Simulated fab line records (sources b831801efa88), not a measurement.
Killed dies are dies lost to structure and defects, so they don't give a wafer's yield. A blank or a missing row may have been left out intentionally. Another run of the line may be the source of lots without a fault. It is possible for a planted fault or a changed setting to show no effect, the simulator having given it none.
One fault through the eyes of 2 desks    flow gf180mcu    every desk sees just its own numbers, and what lay behind them comes last

## THE METROLOGY DESK
What the gauges read, lot by lot, whatever tool the lot ran on: means of the sampled wafers that have a number. Any lot whose mean is over 4 standard deviations away from the usual mean is out of limits and marked OUT; that distance is given in the brackets.
Columns: A = TOP_METAL_ALCU_THK at GF_TOP_METAL_THK_MEAS_06, usual 875 nm
lot   first seen here  A
L433  day 26 23:53     876
L434  day 27 14:08     873
L435  day 27 15:20     886
L436  day 28 07:37     873
L437  day 28 12:20     888
L443  day 30 08:10     869
L444  day 30 19:03     861
L447  day 31 18:07     893
L451  day 32 15:52     875
L452  day 33 05:18     866
L453  day 33 05:47     872
L454  day 33 12:43     878
L456  day 33 21:57     874
This desk found nothing out of limits on any of the 13 lots.

## AT THE TOOL OWNER'S DESK: rie-diel-03
The tool's own readings at GF_V3_ETCH_17 (etches SiO2 in C4F8/O2/Ar, stops on TiN, target depth 635 nm): means of the sampled wafers that have a number, for each lot that ran on this tool. Any lot whose mean is over 4 standard deviations away from the usual mean is out of limits and marked OUT; that distance is given in the brackets.
Columns: A = oes-product-au at GF_V3_ETCH_17, usual 0.855 a.u.
lot   first seen here  A
L435  day 22 17:00     0.854
L443  day 25 19:00     0.861
L444  day 26 09:00     0.852
L452  day 29 03:00     0.862
This desk found nothing out of limits on any of the 4 lots.

## ALL TOGETHER
Metrology desk: nothing out of limits seen.
The tool owner's desk saw nothing out of limits.

## WHAT THE SIMULATOR PUT IN
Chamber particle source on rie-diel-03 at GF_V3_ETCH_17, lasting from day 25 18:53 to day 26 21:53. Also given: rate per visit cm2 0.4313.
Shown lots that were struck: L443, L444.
